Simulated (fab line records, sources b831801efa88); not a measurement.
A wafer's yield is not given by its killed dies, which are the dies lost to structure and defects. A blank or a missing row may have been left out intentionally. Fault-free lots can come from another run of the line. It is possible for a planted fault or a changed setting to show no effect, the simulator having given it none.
A sampling plan put to the test | flow gf180mcu | each of the 51 faults these records tell of, on one fab line, judged from the records of the lots it struck
The line's own looks make up the plan; these are the steps of the route where a gauge or inspection reads the wafer and leaves it unchanged. A look is open to judgement when struck wafers have a number at it and the file gives its usual mean and standard deviation on fault-free wafers. Caught: a look later than the fault's first step finds the struck wafers' mean 4 or more of those standard deviations (sigma) from the usual mean. On the tool: here the same test is run on the tool's own readings at the fault's steps. Another recipe on the struck wafers, or a record that is blank for them alone, also counts as caught.

## THE FAULTS, as the simulator had put them in
1. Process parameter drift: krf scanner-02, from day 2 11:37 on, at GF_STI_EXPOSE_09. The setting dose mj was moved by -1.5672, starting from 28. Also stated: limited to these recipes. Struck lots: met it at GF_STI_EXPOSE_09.
2. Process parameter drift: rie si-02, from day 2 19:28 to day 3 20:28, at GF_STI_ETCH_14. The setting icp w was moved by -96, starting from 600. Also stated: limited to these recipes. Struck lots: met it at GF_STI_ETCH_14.
3. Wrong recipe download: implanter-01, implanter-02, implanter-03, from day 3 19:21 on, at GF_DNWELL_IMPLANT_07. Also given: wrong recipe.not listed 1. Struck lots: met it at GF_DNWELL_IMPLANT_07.
4. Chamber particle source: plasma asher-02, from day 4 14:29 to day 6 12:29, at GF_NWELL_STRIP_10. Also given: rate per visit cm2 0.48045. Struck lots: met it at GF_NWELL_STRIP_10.
5. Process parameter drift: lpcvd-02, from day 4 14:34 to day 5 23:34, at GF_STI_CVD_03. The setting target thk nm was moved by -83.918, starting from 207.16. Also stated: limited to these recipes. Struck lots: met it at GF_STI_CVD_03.
6. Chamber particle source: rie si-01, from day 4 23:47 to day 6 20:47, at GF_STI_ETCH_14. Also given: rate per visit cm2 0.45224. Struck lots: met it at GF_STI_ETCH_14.
7. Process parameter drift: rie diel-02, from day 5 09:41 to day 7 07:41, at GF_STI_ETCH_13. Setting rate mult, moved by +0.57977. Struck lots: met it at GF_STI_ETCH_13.
8. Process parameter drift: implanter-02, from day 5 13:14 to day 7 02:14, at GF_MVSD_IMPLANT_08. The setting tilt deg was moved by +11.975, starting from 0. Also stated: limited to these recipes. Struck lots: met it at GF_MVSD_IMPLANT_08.
9. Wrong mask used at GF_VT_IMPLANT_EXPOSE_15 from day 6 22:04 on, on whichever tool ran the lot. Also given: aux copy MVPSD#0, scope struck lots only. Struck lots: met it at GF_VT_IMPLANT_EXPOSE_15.
10. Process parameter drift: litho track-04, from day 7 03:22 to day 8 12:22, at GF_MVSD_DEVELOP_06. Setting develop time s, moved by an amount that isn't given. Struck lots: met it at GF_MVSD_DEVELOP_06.
11. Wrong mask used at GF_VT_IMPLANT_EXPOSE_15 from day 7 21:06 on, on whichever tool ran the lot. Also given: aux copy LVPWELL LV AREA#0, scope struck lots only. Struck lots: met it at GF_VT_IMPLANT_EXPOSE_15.
12. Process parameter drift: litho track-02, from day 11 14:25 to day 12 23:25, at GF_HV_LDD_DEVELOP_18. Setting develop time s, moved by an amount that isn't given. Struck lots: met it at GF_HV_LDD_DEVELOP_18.
13. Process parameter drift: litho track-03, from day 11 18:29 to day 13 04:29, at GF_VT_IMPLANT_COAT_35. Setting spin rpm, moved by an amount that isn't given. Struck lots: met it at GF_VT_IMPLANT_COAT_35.
14. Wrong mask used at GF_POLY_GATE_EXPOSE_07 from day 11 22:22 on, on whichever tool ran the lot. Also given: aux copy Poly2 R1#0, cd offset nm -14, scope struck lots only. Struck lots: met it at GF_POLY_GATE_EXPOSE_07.
15. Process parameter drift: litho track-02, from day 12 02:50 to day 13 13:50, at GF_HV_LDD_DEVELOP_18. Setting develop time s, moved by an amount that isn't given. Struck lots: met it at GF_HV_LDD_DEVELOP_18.
16. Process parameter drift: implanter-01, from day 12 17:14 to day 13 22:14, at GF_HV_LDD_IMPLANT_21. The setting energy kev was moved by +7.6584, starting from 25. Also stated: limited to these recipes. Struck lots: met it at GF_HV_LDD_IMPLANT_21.
17. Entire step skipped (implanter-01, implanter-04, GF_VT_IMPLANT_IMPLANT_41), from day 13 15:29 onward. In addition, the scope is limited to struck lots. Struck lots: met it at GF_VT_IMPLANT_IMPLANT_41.
18. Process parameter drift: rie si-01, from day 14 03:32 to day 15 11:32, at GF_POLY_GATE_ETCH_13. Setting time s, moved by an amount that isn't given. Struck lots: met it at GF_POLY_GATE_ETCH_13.
19. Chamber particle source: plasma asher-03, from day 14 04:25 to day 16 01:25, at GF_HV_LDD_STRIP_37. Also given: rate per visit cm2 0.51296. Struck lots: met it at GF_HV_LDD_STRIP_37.
20. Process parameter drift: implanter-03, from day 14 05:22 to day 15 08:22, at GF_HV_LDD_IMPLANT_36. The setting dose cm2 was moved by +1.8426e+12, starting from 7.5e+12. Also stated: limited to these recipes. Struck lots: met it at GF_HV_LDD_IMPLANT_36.
21. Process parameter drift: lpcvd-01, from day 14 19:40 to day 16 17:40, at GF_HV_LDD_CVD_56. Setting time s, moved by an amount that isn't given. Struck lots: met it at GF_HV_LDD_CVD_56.
22. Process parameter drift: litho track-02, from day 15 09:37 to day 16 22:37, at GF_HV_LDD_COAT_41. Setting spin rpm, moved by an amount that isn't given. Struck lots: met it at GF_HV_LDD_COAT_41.
23. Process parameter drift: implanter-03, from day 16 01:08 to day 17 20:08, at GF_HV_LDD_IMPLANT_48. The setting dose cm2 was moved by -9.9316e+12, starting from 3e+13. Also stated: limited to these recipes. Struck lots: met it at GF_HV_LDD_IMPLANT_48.
24. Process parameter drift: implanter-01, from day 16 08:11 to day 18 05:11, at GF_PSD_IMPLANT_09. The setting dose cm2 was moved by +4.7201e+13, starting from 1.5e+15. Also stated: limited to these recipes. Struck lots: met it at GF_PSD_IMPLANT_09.
25. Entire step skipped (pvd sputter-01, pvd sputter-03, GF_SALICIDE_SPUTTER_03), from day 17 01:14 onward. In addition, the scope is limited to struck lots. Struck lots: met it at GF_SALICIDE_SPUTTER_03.
26. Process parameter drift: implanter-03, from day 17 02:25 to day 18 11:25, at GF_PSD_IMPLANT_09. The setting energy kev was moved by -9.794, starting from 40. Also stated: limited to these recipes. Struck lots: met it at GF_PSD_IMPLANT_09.
27. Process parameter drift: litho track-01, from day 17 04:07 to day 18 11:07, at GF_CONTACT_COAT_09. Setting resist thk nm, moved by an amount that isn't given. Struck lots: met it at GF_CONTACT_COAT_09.
28. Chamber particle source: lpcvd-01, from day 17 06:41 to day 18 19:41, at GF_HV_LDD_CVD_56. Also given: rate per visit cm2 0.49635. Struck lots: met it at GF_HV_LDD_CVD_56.
29. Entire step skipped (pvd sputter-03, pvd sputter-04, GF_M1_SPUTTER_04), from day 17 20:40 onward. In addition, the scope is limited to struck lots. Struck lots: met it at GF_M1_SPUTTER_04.
30. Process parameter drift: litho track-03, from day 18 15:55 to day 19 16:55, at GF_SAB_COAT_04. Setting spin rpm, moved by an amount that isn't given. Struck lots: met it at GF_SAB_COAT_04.
31. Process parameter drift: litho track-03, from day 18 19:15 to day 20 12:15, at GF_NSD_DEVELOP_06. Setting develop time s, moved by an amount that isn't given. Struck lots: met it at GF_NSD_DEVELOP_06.
32. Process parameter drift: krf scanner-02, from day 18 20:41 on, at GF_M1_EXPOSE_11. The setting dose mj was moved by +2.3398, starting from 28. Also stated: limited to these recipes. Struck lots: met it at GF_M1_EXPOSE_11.
33. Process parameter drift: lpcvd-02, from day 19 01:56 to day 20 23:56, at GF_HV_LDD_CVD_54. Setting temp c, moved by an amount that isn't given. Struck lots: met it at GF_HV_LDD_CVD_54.
34. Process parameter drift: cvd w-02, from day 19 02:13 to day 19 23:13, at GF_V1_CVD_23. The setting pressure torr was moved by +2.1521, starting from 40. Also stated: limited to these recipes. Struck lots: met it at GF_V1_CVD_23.
35. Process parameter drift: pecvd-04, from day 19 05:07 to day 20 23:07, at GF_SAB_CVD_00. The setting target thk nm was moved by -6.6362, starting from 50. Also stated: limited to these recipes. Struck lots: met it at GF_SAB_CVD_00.
36. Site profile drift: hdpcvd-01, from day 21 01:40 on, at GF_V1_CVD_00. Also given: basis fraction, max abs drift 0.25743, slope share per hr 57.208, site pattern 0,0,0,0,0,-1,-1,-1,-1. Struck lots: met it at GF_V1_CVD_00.
37. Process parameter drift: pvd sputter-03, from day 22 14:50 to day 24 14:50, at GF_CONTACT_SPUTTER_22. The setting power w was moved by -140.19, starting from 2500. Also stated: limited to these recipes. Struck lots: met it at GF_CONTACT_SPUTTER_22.
38. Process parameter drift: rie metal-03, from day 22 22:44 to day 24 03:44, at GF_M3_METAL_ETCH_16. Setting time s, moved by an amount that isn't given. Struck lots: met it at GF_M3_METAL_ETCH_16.
39. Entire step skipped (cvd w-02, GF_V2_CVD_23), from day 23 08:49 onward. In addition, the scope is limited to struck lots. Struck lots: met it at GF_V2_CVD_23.
40. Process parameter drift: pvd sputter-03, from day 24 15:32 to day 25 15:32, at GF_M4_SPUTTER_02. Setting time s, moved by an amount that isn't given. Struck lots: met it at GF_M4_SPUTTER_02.
41. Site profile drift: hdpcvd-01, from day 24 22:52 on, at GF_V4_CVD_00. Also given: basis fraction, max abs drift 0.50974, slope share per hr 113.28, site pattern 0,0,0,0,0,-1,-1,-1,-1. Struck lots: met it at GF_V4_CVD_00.
42. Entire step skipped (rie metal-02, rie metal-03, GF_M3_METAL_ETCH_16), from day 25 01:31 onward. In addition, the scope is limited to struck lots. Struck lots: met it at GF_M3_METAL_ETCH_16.
43. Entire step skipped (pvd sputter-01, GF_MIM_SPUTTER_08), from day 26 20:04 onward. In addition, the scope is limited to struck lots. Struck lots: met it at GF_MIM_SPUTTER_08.
44. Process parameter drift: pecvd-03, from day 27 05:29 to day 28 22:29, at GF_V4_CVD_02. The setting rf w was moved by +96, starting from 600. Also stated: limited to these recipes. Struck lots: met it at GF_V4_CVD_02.
45. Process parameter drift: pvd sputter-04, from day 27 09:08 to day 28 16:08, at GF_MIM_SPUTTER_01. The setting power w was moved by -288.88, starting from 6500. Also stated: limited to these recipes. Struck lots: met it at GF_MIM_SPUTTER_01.
46. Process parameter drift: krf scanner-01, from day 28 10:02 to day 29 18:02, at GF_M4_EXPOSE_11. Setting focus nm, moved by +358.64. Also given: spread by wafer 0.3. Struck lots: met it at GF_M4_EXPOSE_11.
47. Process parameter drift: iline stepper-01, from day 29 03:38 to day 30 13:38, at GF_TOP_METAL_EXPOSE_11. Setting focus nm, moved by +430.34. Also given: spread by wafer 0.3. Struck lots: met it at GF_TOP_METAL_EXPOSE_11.
48. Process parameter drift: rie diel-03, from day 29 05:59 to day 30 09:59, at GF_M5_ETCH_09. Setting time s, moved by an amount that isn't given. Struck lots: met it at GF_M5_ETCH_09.
49. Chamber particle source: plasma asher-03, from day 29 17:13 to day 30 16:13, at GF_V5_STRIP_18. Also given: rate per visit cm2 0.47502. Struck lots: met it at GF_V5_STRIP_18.
50. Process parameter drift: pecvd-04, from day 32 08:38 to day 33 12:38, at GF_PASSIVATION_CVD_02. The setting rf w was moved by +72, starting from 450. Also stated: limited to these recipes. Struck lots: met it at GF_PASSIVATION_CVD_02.
51. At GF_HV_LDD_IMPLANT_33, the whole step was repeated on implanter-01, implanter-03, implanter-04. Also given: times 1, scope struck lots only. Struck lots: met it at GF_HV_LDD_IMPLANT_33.

## WHAT THE PLAN SAW
fault | on the tool itself                               | first look that catches it                      | reading, sigma                                                        | median hours from its first step to that look | hours from the fault's start to the first struck lot there | judged looks passed uncaught
1     | exposure dose mJ cm2 -48 sigma                   | GF_STI_CD_MEAS_12                               | cd nm +6.2                                                            | 6.3                                           | 10                                                         | 0
2     | rf fwd power W -47 sigma                         | no look after it can be judged                  | -                                                                     | -                                             | -                                                          | 0
3     | under 2 sigma                                    | GF_DNWELL_TW_MEAS_09                            | DNWELL_TW +72                                                         | 0.2                                           | 3                                                          | 0
4     | under 2 sigma                                    | none of the 2 looks that can be judged after it | -                                                                     | -                                             | -                                                          | 2
5     | under 2 sigma                                    | GF_STI_THK_MEAS_04                              | STI_CVD_03_THK -47                                                    | 2.0                                           | 7                                                          | 0
6     | under 2 sigma                                    | no look after it can be judged                  | -                                                                     | -                                             | -                                                          | 0
7     | under 2 sigma                                    | none of the 3 looks that can be judged after it | -                                                                     | -                                             | -                                                          | 3
8     | tilt deg +99 or beyond sigma                     | GF_MVSD_TW_MEAS_11                              | MVSD_TW +8.6                                                          | 0.4                                           | 15                                                         | 0
9     | no reading that can be judged                    | GF_VT_IMPLANT_TW_MEAS_21                        | VT_IMPLANT_2_TW -99 or beyond                                         | 8.2                                           | 11                                                         | 0
10    | no reading that can be judged                    | GF_MVSD_TW_MEAS_11                              | MVSD_TW -4.4                                                          | 0.9                                           | 3                                                          | 0
11    | under 2 sigma                                    | GF_VT_IMPLANT_TW_MEAS_21                        | VT_IMPLANT_2_TW -99 or beyond                                         | 8.5                                           | 11                                                         | 0
12    | under 2 sigma                                    | not the one look that can be judged after it    | -                                                                     | -                                             | -                                                          | 1
13    | spin speed rpm +34 sigma                         | none of the 3 looks that can be judged after it | -                                                                     | -                                             | -                                                          | 3
14    | no reading that can be judged                    | GF_POLY_GATE_CD_MEAS_10                         | cd nm -10                                                             | 9.6                                           | 12                                                         | 0
15    | under 2 sigma                                    | GF_HV_LDD_TW_MEAS_23                            | HV_LDD_2_TW -78                                                       | 0.5                                           | 7                                                          | 0
16    | beam energy keV +99 or beyond sigma              | GF_HV_LDD_TW_MEAS_23                            | HV_LDD_2_TW +6.2                                                      | 0.2                                           | 5                                                          | 0
17    | the tool's record is blank for the struck wafers | GF_VT_IMPLANT_TW_MEAS_43                        | VT_IMPLANT_4_TW -99 or beyond                                         | 0.2                                           | 4                                                          | 0
18    | run length s -96 sigma                           | no look after it can be judged                  | -                                                                     | -                                             | -                                                          | 0
19    | under 2 sigma                                    | not the one look that can be judged after it    | -                                                                     | -                                             | -                                                          | 1
20    | dose ions cm2 +99 or beyond sigma                | GF_HV_LDD_RS_MEAS_53                            | HV_LDD_RS -4.3                                                        | 22.0                                          | 28                                                         | 0
21    | no reading that can be judged                    | none of the 3 looks that can be judged after it | strongest: HV_LDD_CVD_56_THK at GF_HV_LDD_THK_MEAS_57, -3.6           | -                                             | -                                                          | 3
22    | spin speed rpm -99 or beyond sigma               | none of the 2 looks that can be judged after it | strongest: cd nm at GF_HV_LDD_CD_MEAS_46, -2.3                        | -                                             | -                                                          | 2
23    | dose ions cm2 -99 or beyond sigma                | GF_HV_LDD_TW_MEAS_50                            | HV_LDD_4_TW -10                                                       | 0.2                                           | 17                                                         | 0
24    | dose ions cm2 +27 sigma                          | no look after it can be judged                  | -                                                                     | -                                             | -                                                          | 0
25    | the tool's record is blank for the struck wafers | GF_SALICIDE_RS_MEAS_04                          | SALICIDE_TIN_RS +26                                                   | 0.0                                           | 1                                                          | 0
26    | beam energy keV -99 or beyond sigma              | GF_PSD_TW_MEAS_11                               | PSD_TW -16                                                            | 0.2                                           | 7                                                          | 0
27    | no reading that can be judged                    | no look after it can be judged                  | -                                                                     | -                                             | -                                                          | 0
28    | under 2 sigma                                    | not the one look that can be judged after it    | -                                                                     | -                                             | -                                                          | 1
29    | the tool's record is blank for the struck wafers | GF_M1_THK_MEAS_06                               | M1_ALCU_THK +8.6                                                      | 0.2                                           | 5                                                          | 0
30    | spin speed rpm +99 or beyond sigma               | GF_SAB_CD_MEAS_09                               | cd nm -6.4                                                            | 12.2                                          | 15                                                         | 0
31    | no reading that can be judged                    | GF_NSD_TW_MEAS_12                               | NSD_TW -99 or beyond                                                  | 0.7                                           | 18                                                         | 0
32    | exposure dose mJ cm2 +62 sigma                   | GF_M1_CD_MEAS_14                                | cd nm -7.1                                                            | 11.8                                          | 19                                                         | 0
33    | susceptor temp C +99 or beyond sigma             | GF_HV_LDD_THK_MEAS_55                           | HV_LDD_CVD_54_THK +64                                                 | 1.0                                           | 10                                                         | 0
34    | chamber pressure Torr +23 sigma                  | not the one look that can be judged after it    | -                                                                     | -                                             | -                                                          | 1
35    | under 2 sigma                                    | GF_SAB_THK_MEAS_01                              | SAB_CVD_00_THK -8.5                                                   | 0.0                                           | 8                                                          | 0
36    | no reading that can be judged                    | GF_V1_THK_MEAS_01                               | V1_CVD_00_THK -9.3                                                    | 0.1                                           | 3                                                          | 0
37    | cathode dc power W -99 or beyond sigma           | no look after it can be judged                  | -                                                                     | -                                             | -                                                          | 0
38    | run length s -8.0 sigma                          | no look after it can be judged                  | -                                                                     | -                                             | -                                                          | 0
39    | the tool's record is blank for the struck wafers | GF_V2_RS_MEAS_24                                | V2_W_RS +99 or beyond                                                 | 0.2                                           | 6                                                          | 0
40    | under 2 sigma                                    | GF_M4_RS_MEAS_05                                | M4_ALCU_RS -4.0                                                       | 0.1                                           | 6                                                          | 0
41    | no reading that can be judged                    | GF_V4_THK_MEAS_01                               | V4_CVD_00_THK -16                                                     | 0.1                                           | 10                                                         | 0
42    | the tool's record is blank for the struck wafers | no look after it can be judged                  | -                                                                     | -                                             | -                                                          | 0
43    | the tool's record is blank for the struck wafers | GF_MIM_RS_MEAS_10                               | MIM_ALCU_RS +99 or beyond                                             | 0.1                                           | 3                                                          | 0
44    | rf fwd power W +48 sigma                         | not the one look that can be judged after it    | strongest: V4_CVD_02_THK at GF_V4_THK_MEAS_03, +3.0                   | -                                             | -                                                          | 1
45    | cathode dc power W -99 or beyond sigma           | no look after it can be judged                  | -                                                                     | -                                             | -                                                          | 0
46    | under 2 sigma                                    | GF_M4_CD_MEAS_14                                | cd nm -28                                                             | 9.4                                           | 15                                                         | 0
47    | no reading that can be judged                    | GF_TOP_METAL_CD_MEAS_14                         | cd nm -7.0                                                            | 8.8                                           | 14                                                         | 0
48    | under 2 sigma                                    | no look after it can be judged                  | -                                                                     | -                                             | -                                                          | 0
49    | under 2 sigma                                    | no look after it can be judged                  | -                                                                     | -                                             | -                                                          | 0
50    | rf fwd power W +54 sigma                         | not the one look that can be judged after it    | strongest: PASSIVATION_CVD_02_THK at GF_PASSIVATION_THK_MEAS_03, +2.5 | -                                             | -                                                          | 1
51    | no reading that can be judged                    | GF_HV_LDD_TW_MEAS_38                            | HV_LDD_3_TW +6.2                                                      | 1.0                                           | -                                                          | 0
A dash: this means the fault isn't caught or the number doesn't appear in these records.

Caught at a look: 29 of 51. Caught on the tool: 26 of 51. By one or the other: 41 of 51.
Faults 2, 13, 18, 22, 24, 34, 37, 38, 42, 44, 45, 50 were caught on the tool alone.
Caught at a look alone: faults 3, 5, 9, 10, 11, 14, 15, 31, 35, 36, 40, 41, 46, 47, 51.
Caught by neither: faults 4, 6, 7, 12, 19, 21, 27, 28, 48, 49.

## THINNER SAMPLING
In the worst case, this is how late the first struck lot would be measured if the look that catches a fault measured only every second or every third lot, by lot number:
fault | struck lots at that look, in order of time | every lot | every second lot | every third lot
1     | L750, L756, L757                           | 10 h      | 46 h             | may miss all 3
3     | L295, L296, L297, L298                     | 3 h       | 8 h              | 12 h
5     | L846, L848                                 | 7 h       | may miss all 2   | may miss all 2
8     | L746, L750                                 | 15 h      | may miss all 2   | may miss all 2
9     | L890                                       | 11 h      | may miss it      | may miss it
10    | L552, L555                                 | 3 h       | 24 h             | may miss all 2
11    | L898                                       | 11 h      | may miss it      | may miss it
14    | L697                                       | 12 h      | may miss it      | may miss it
15    | L262, L265                                 | 7 h       | 24 h             | may miss all 2
16    | L625, L627                                 | 5 h       | may miss all 2   | may miss all 2
17    | L616, L617                                 | 4 h       | 6 h              | may miss all 2
20    | L287, L288, L289                           | 28 h      | 36 h             | 43 h
23    | L340, L341                                 | 17 h      | 23 h             | may miss all 2
25    | L138, L139                                 | 1 h       | 12 h             | may miss all 2
26    | L894, L895                                 | 7 h       | 15 h             | may miss all 2
29    | L503, L504                                 | 5 h       | 7 h              | may miss all 2
30    | L511, L513                                 | 15 h      | may miss all 2   | may miss all 2
31    | L326, L327                                 | 18 h      | 25 h             | may miss all 2
32    | L827, L829                                 | 19 h      | may miss all 2   | may miss all 2
33    | L723, L724                                 | 10 h      | 17 h             | may miss all 2
35    | L734, L735, L737                           | 8 h       | 17 h             | may miss all 3
36    | L533, L534, L537, L538                     | 3 h       | 9 h              | 47 h
39    | L322, L323, L324                           | 6 h       | 16 h             | 21 h
40    | L150, L151                                 | 6 h       | 11 h             | may miss all 2
41    | L868, L870, L873                           | 10 h      | 51 h             | may miss all 3
43    | L224, L225                                 | 3 h       | 15 h             | may miss all 2
46    | L454, L455                                 | 15 h      | 17 h             | may miss all 2
47    | L937, L940                                 | 14 h      | 39 h             | may miss all 2
Hours are from the fault's start to the first struck lot that is measured. The test against the limit of 4 sigma pooled every struck wafer, which means one lot taken alone may stay below that limit. Other struck lots may not be in these records.

## THE LONGEST TIMED WAY FROM STEP TO LOOK
Fault 20: the median time between GF_HV_LDD_IMPLANT_36 and GF_HV_LDD_RS_MEAS_53 is 22.0 hours. No look between them can be judged.
